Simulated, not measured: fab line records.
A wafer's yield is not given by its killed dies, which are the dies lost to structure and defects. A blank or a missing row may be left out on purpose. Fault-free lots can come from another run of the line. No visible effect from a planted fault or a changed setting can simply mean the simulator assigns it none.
The tool behind it: which one? / flow sky130 / 33 wafers from 11 lots sampled at 5 of the route's 708 steps

== WHAT THE GAUGES SHOWED, per wafer ==
SKY_POLY_GATE_CD_MEAS_22.
lot=L776; measured=day 16 03:38; on=cd_sem-02; cd_nm (nm)=150.0 149.9 150.1
lot=L778; measured=day 17 07:12; on=cd_sem-02; cd_nm (nm)=147.1 146.8 147.2
lot=L777; measured=day 17 12:49; on=cd_sem-02; cd_nm (nm)=151.1 152.1 151.8
lot=L780; measured=day 17 18:59; on=cd_sem-02; cd_nm (nm)=148.7 151.3 147.9
lot=L779; measured=day 18 00:37; on=cd_sem-01; cd_nm (nm)=146.7 151.1 152.2
lot=L781; measured=day 18 14:31; on=cd_sem-01; cd_nm (nm)=150.1 147.0 147.1
lot=L782; measured=day 18 16:49; on=cd_sem-01; cd_nm (nm)=150.2 153.5 149.3
lot=L783; measured=day 18 23:44; on=cd_sem-02; cd_nm (nm)=150.7 149.7 151.2
lot=L784; measured=day 19 08:54; on=cd_sem-02; cd_nm (nm)=148.1 145.5 148.4
lot=L785; measured=day 19 17:48; on=cd_sem-02; cd_nm (nm)=149.8 149.9 148.9
lot=L786; measured=day 20 00:02; on=cd_sem-01; cd_nm (nm)=149.8 147.7 150.0

SKY_LDD_HVP_TW_MEAS_10.
lot=L776; measured=day 21 04:11; on=film_metro-01; LDD_HVP_TW=464 464 465
lot=L778; measured=day 22 10:04; on=film_metro-02; LDD_HVP_TW=458 461 461
lot=L777; measured=day 22 15:32; on=film_metro-01; LDD_HVP_TW=463 467 464
lot=L780; measured=day 22 21:43; on=film_metro-01; LDD_HVP_TW=467 466 467
lot=L779; measured=day 23 03:46; on=film_metro-01; LDD_HVP_TW=469 464 467
lot=L781; measured=day 23 18:29; on=film_metro-04; LDD_HVP_TW=456 456 457
lot=L782; measured=day 23 23:10; on=film_metro-04; LDD_HVP_TW=456 457 456
lot=L783; measured=day 24 02:32; on=film_metro-01; LDD_HVP_TW=723 720 725 723 719 726
lot=L784; measured=day 24 10:41; on=film_metro-02; LDD_HVP_TW=718 722 716 718 719 718
lot=L785; measured=day 24 18:14; on=film_metro-02; LDD_HVP_TW=718 715 715 718 715 719
lot=L786; measured=day 25 16:49; on=film_metro-04; LDD_HVP_TW=706 705 704 704 708 704

SKY_SPACER_THK_MEAS_01.
lot=L776; measured=day 22 12:45; on=film_metro-01; SPACER_CVD_00_THK (nm)=42.5 42.7 42.8
lot=L778; measured=day 23 18:12; on=film_metro-02; SPACER_CVD_00_THK (nm)=42.8 42.3 43.0
lot=L777; measured=day 24 01:34; on=film_metro-03; SPACER_CVD_00_THK (nm)=42.4 42.9 42.5
lot=L780; measured=day 24 07:19; on=film_metro-03; SPACER_CVD_00_THK (nm)=43.1 43.1 43.1
lot=L779; measured=day 24 11:14; on=film_metro-02; SPACER_CVD_00_THK (nm)=43.1 43.1 43.3
lot=L781; measured=day 25 01:36; on=film_metro-03; SPACER_CVD_00_THK (nm)=42.7 42.7 42.3
lot=L782; measured=day 25 06:26; on=film_metro-01; SPACER_CVD_00_THK (nm)=43.1 42.9 43.2

== WHICH TOOL RAN EACH LOT (tool, then ch and the chambers of the sampled wafers, then the start) ==
lot=L776; SKY_LDD_P_STRIP_10=plasma_asher-03 ch 0,1, day 18 13:45; SKY_LDD_HVP_IMPLANT_08=implanter-01 ch 0, day 21 03:57
lot=L778; SKY_LDD_P_STRIP_10=plasma_asher-02 ch 0,1, day 19 20:50; SKY_LDD_HVP_IMPLANT_08=implanter-01 ch 0, day 22 09:49
lot=L777; SKY_LDD_P_STRIP_10=plasma_asher-01 ch 0,1, day 20 02:16; SKY_LDD_HVP_IMPLANT_08=implanter-01 ch 0, day 22 15:19
lot=L780; SKY_LDD_P_STRIP_10=plasma_asher-01 ch 0,1, day 20 09:30; SKY_LDD_HVP_IMPLANT_08=implanter-01 ch 0, day 22 21:28
lot=L779; SKY_LDD_P_STRIP_10=plasma_asher-02 ch 0, day 20 15:03; SKY_LDD_HVP_IMPLANT_08=implanter-01 ch 0, day 23 03:31
lot=L781; SKY_LDD_P_STRIP_10=plasma_asher-01 ch 0,1, day 21 05:30; SKY_LDD_HVP_IMPLANT_08=implanter-03 ch 0, day 23 18:15
lot=L782; SKY_LDD_P_STRIP_10=plasma_asher-03 ch 0,1, day 21 07:54; SKY_LDD_HVP_IMPLANT_08=implanter-03 ch 0, day 23 22:55
lot=L783; SKY_LDD_P_STRIP_10=plasma_asher-01 ch 0,1, day 21 13:24; SKY_LDD_HVP_IMPLANT_08=implanter-01 ch 0, day 24 02:18
lot=L784; SKY_LDD_P_STRIP_10=plasma_asher-03 ch 0,1, day 21 23:47; SKY_LDD_HVP_IMPLANT_08=implanter-01 ch 0, day 24 10:26
lot=L785; SKY_LDD_P_STRIP_10=plasma_asher-02 ch 0,1, day 22 07:27; SKY_LDD_HVP_IMPLANT_08=implanter-01 ch 0, day 24 18:01
lot=L786; SKY_LDD_P_STRIP_10=plasma_asher-02 ch 0,1, day 22 14:36; SKY_LDD_HVP_IMPLANT_08=implanter-02 ch 0, day 25 16:34
- SKY_LDD_P_STRIP_10: strips in O2/N2.
- SKY_LDD_HVP_IMPLANT_08

== WHAT THE TOOLS THEMSELVES READ (means of the sampled wafers that have a number; where no wafer has one, the mark that the record gives instead) ==
SKY_LDD_P_STRIP_10.
lot=L776; tool=plasma_asher-03; drypump_motor_current_A (A)=5.79; oes_product_au (a.u.)=0.717; strip_time_to_endpoint_s (s)=14.13
lot=L778; tool=plasma_asher-02; drypump_motor_current_A (A)=5.24; oes_product_au (a.u.)=0.711; strip_time_to_endpoint_s (s)=14.14
lot=L777; tool=plasma_asher-01; drypump_motor_current_A (A)=5.57; oes_product_au (a.u.)=0.714; strip_time_to_endpoint_s (s)=14.11
lot=L780; tool=plasma_asher-01; drypump_motor_current_A (A)=5.58; oes_product_au (a.u.)=0.715; strip_time_to_endpoint_s (s)=14.20
lot=L779; tool=plasma_asher-02; drypump_motor_current_A (A)=5.55; oes_product_au (a.u.)=0.721; strip_time_to_endpoint_s (s)=14.13
lot=L781; tool=plasma_asher-01; drypump_motor_current_A (A)=5.72; oes_product_au (a.u.)=0.715; strip_time_to_endpoint_s (s)=14.21
lot=L782; tool=plasma_asher-03; drypump_motor_current_A (A)=5.85; oes_product_au (a.u.)=0.715; strip_time_to_endpoint_s (s)=14.19
lot=L783; tool=plasma_asher-01; drypump_motor_current_A (A)=5.57; oes_product_au (a.u.)=0.721; strip_time_to_endpoint_s (s)=14.20
lot=L784; tool=plasma_asher-03; drypump_motor_current_A (A)=5.83; oes_product_au (a.u.)=0.714; strip_time_to_endpoint_s (s)=14.20
lot=L785; tool=plasma_asher-02; drypump_motor_current_A (A)=5.26; oes_product_au (a.u.)=0.715; strip_time_to_endpoint_s (s)=14.19
lot=L786; tool=plasma_asher-02; drypump_motor_current_A (A)=5.23; oes_product_au (a.u.)=0.717; strip_time_to_endpoint_s (s)=14.26

== THE ANSWER, worked out from the rows above alone ==
Rule: the usual values come from the lots themselves. The widest of any qualifying gaps counts: lots, ordered by their means at a reading, are off when they make up no more than a third of the lots, leave a main group of 4 or more, and stand apart from it by 3 or more times the standard deviation of that group's means. A main group whose means are all the same, to the digits that the tables above print for the reading, isn't used. Also off: a lot with no number at a reading for which 4 or more lots have one. All remaining lots with rows at the step are treated as sound. First the gauges in route order, then the tools' own readings, where a lot's mean is used as printed above. At the first step where some lot is off, the reading lying furthest off is the one used; lots without a number count as furthest.
No lot is off at any reading shown: from this, nothing can be told.

== WHAT THE SIMULATOR HAD INSERTED ==
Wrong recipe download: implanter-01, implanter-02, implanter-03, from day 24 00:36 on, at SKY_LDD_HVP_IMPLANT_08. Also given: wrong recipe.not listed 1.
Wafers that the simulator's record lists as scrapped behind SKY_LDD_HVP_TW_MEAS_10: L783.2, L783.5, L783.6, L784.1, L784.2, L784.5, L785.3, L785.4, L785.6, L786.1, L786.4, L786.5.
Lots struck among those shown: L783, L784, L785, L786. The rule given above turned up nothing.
